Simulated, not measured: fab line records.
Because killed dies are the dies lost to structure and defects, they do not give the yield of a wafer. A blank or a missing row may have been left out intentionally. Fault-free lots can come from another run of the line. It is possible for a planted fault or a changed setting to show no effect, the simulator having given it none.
One fault seen from 2 desks | flow sky130 | each desk has only its own numbers; what lay behind them comes last

## THE METROLOGY DESK
Lot by lot, what the gauges showed, no matter which tool ran the lot: averages of those sampled wafers that carry a number. The brackets show how far a lot's mean lies from the usual mean; more than 4 standard deviations puts the lot out of limits, marked OUT.
Columns: A = CAP2M_TIN_THK at SKY_CAP2M_THK_MEAS_04, usual 193.7 nm; B = VIA4_HDPCVD_THK at SKY_VIA4_THK_MEAS_01, usual 1751 nm
lot  | first seen here | A     | B
L157 | day 40 09:51    | 193.7 | 1750
L159 | day 40 14:43    | 194.1 | 1720
L158 | day 40 17:02    | 189.6 | 1746
L160 | day 40 20:05    | 195.7 | 1752
L161 | day 41 01:38    | 192.1 | 1976 (+12) OUT
L162 | day 41 06:44    | 198.0 | 1757
L164 | day 41 18:46    | 191.8 | 1850 (+5.2) OUT
L163 | day 42 00:55    | 198.6 | 1963 (+11) OUT
L165 | day 42 01:39    | 193.4 | 1982 (+12) OUT
L168 | day 43 04:14    | 191.8 | 1756
L169 | day 43 06:04    | 196.3 | 1772
L170 | day 43 10:27    | 192.8 | 1766
L173 | day 44 08:32    | 194.1 | 1739
L177 | day 45 09:18    | 191.4 | 1767
L178 | day 45 14:29    | 193.2 | 1776
This desk finds L161, L163, L164, L165 out of limits, with the earliest case on L161 at day 43 03:28 (VIA4_HDPCVD_THK at SKY_VIA4_THK_MEAS_01). Within limits: L157, L159, L158, L160, L162, L168, L169, L170, L173, L177, L178.

## TOOL OWNER'S DESK, hdpcvd-02
The tool's own readings at SKY_VIA4_HDPCVD_00 (deposits SiO2, target thk 1750 nm, time 291.7 s): means of the sampled wafers that have a number, for each lot that ran on this tool. The brackets show how far a lot's mean lies from the usual mean; more than 4 standard deviations puts the lot out of limits, marked OUT.
Columns: A = run-length-s at SKY_VIA4_HDPCVD_00, usual 319.7 s
lot  | first seen here | A
L159 | day 42 16:31    | 319.3
L158 | day 42 18:35    | 319.7
L160 | day 42 21:32    | 319.8
L161 | day 43 03:19    | 355.6 (+99 or more) OUT
L164 | day 43 19:53    | 337.4 (+49) OUT
L163 | day 44 00:55    | 355.5 (+99 or more) OUT
L165 | day 44 02:30    | 355.1 (+98) OUT
Finding of this desk: L161, L163, L164, L165 out of limits; the first was L161 at day 43 03:19, on run-length-s at SKY_VIA4_HDPCVD_00. Within limits: L159, L158, L160.

## BROUGHT TOGETHER
At day 43 03:19, on L161, L163, L164, L165, the tool owner's desk was in a position to raise an alarm.
At day 43 03:28 the metrology desk could have sounded an alarm, on L161, L163, L164, L165.
SKY_VIA4_HDPCVD_00 was run on hdpcvd-02 by each of the lots named.

## WHAT WAS PUT IN BY THE SIMULATOR
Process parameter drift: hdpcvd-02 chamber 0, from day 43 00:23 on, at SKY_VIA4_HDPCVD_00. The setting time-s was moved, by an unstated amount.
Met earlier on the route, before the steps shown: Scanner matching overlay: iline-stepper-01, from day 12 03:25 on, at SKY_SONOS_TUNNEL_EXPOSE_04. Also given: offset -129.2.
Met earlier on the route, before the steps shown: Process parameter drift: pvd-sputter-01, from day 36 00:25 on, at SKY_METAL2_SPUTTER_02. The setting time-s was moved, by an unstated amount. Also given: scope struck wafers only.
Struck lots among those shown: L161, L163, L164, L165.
Counting hours from when the fault started, the first reading out of limits came at 3 for the tool owner's desk and at 3 for the metrology desk.
